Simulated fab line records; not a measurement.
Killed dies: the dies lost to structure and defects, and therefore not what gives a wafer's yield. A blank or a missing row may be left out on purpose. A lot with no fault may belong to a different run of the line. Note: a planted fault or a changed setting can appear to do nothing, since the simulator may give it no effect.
Struck lot and sound lot, side by side :: flow sky130 :: 16 steps out of a route of 708
Sound: these wafers, L140.4, L140.5, L140.6. Struck: wafers L151.4, L151.6 (left out: L151.5, a lot-mate that was not struck); the cause follows at the end.
Per side, at each step with rows, come the tool, then ch with its chambers, and then its first start. Under that, the readings that differ: sound wafers :: struck wafers :: difference of the means :: sigmas: that difference in standard deviations of wafers without a fault.
alike: same words and numbers on both sides, and readings whose means sit less than 2 such deviations apart. not compared: any withheld reading, any reading some wafer has no value for, any bound like >300 that may hide the same value, and any number with overlapping values for which the record gives no deviation.
Wherever a step has rows on one side only, a row that says differs or no value, or a row with sigmas, the two part there. When numbers do not overlap yet have no deviation, they are printed without sigmas and do not part them. Lack of a reading on every wafer of one side parts them only where that side has two or more wafers.

first, 7 steps without rows for these wafers: SKY_METAL4_HMDS_06 (prime time 60 s); SKY_METAL4_COAT_07 (resist thk 59.07 nm); SKY_METAL4_COAT_08 (resist thk 1140 nm); SKY_METAL4_SOFTBAKE_09 (time 90 s); SKY_METAL4_EXPOSE_10 (exposes mask MM4, target cd 300 nm); SKY_METAL4_PEB_11; SKY_METAL4_DEVELOP_12 (develop time 60 s).
SKY_METAL4_CD_MEAS_13: target cd 300 nm.
  struck on cd_sem-02, day 44 11:46; sound on cd_sem-01, day 41 13:07
  alike: cd_nm
SKY_METAL4_OVL_MEAS_14:
  struck on overlay-01, day 44 11:51; sound on overlay-01, day 41 13:12
  alike: METAL4_OVL
SKY_METAL4_DESCUM_15: chemistry O2, time 8 s.
  sound on rie_metal-03 ch 0,1, day 41 13:14; struck on rie_metal-03 ch 0, day 44 11:53
  alike: drypump_motor_current_A, oes_product_au
  not compared: rf_hours_counter_h
SKY_METAL4_ETCH_16: etches BARC in N2/H2, stops on SiO2, time 88.2 s, target depth 60 nm.
  sound on rie_metal-03 ch 0,1, day 41 13:17; struck on rie_metal-03 ch 0, day 44 11:56
  alike: drypump_motor_current_A, oes_product_au, throttle_valve_pct
  not compared: rf_hours_counter_h
SKY_METAL4_ETCH_17: etches SiO2 in C4F8/O2/Ar, stops on TiN, time 3.9 s, target depth 15 nm.
  sound on rie_diel-02 ch 0,1,3, day 41 13:21; struck on rie_diel-03 ch 1,2, day 44 12:01
  alike: oes_product_au
  not compared: rf_hours_counter_h
SKY_METAL4_METAL_ETCH_18: etches the open film in Cl2/BCl3, stops on SiO2, target depth 845 nm, time 183.1 s.
  sound on rie_metal-02 ch 0,1, day 41 13:25; struck on rie_metal-02 ch 0, day 44 12:05
reading: model.KrF-thick_of_METAL4_COAT_08.thk_nm (nm)
sound: 523.2 524.1 522.6
struck: 627.7 624.5
difference: +102.8
sigmas: 

reading: model.METAL4.cd_nm (nm)
sound: 296.5 289 296.9
struck: 313.5 309.7
difference: +17.5
sigmas: 

reading: model.SiO2_of_VIA3_HDPCVD_00.thk_nm (nm)
sound: 443.8 444.7 443.4
struck: 448.7 448.3
difference: +4.5
sigmas: 
  alike: drypump_motor_current_A, oes_product_au, throttle_valve_pct
  not compared: rf_hours_counter_h
SKY_METAL4_STRIP_19: strips in O2/N2.
  sound on plasma_asher-02 ch 0,1, day 41 13:35; struck on plasma_asher-02 ch 0,1, day 44 12:14
reading: oes_product_au (a.u.)
sound: 0.498 0.489 0.504
struck: 0.548 0.535
difference: +0.045
sigmas: +8

reading: strip_time_to_endpoint_s (s)
sound: 6.48 6.49 6.49
struck: 7.52 7.49
difference: +1.02
sigmas: +13
  alike: drypump_motor_current_A
  not compared: rf_hours_counter_h
then, 1 step without rows for these wafers: SKY_METAL4_STRIP_20 (strips in post etch residue remover, time 1200 s).
-- the record jumps here: 4 days lie between the struck wafers' starts before and after (it left off in module METAL4 and takes up again in module PAD_OPEN, whose first step shown is number 708 of the route) --
SKY_PAD_OPEN_PROBE_99:
  struck on prober-01, day 48 05:26; sound on prober-02, day 45 13:50
reading: model.etest.met4.width_nm (nm)
sound: 293.4 288.5 297.7
struck: 313.6 310.4
difference: +18.8
sigmas: 

reading: model.etest.met4_comb.leak_log10_a_um
sound: -12.09 -12.14 -12
struck: -9.719 -9.814
difference: +2.310
sigmas: 

reading: model.etest.met4.line_ohm_um
sound: 0.1445 0.1475 0.1422
struck: 0.1376 0.1379
difference: -0.0070
sigmas: 

## WHERE THEY PART
At SKY_METAL4_STRIP_19 and nowhere else, as far as this record goes.

WHY: what had been put in by the simulator
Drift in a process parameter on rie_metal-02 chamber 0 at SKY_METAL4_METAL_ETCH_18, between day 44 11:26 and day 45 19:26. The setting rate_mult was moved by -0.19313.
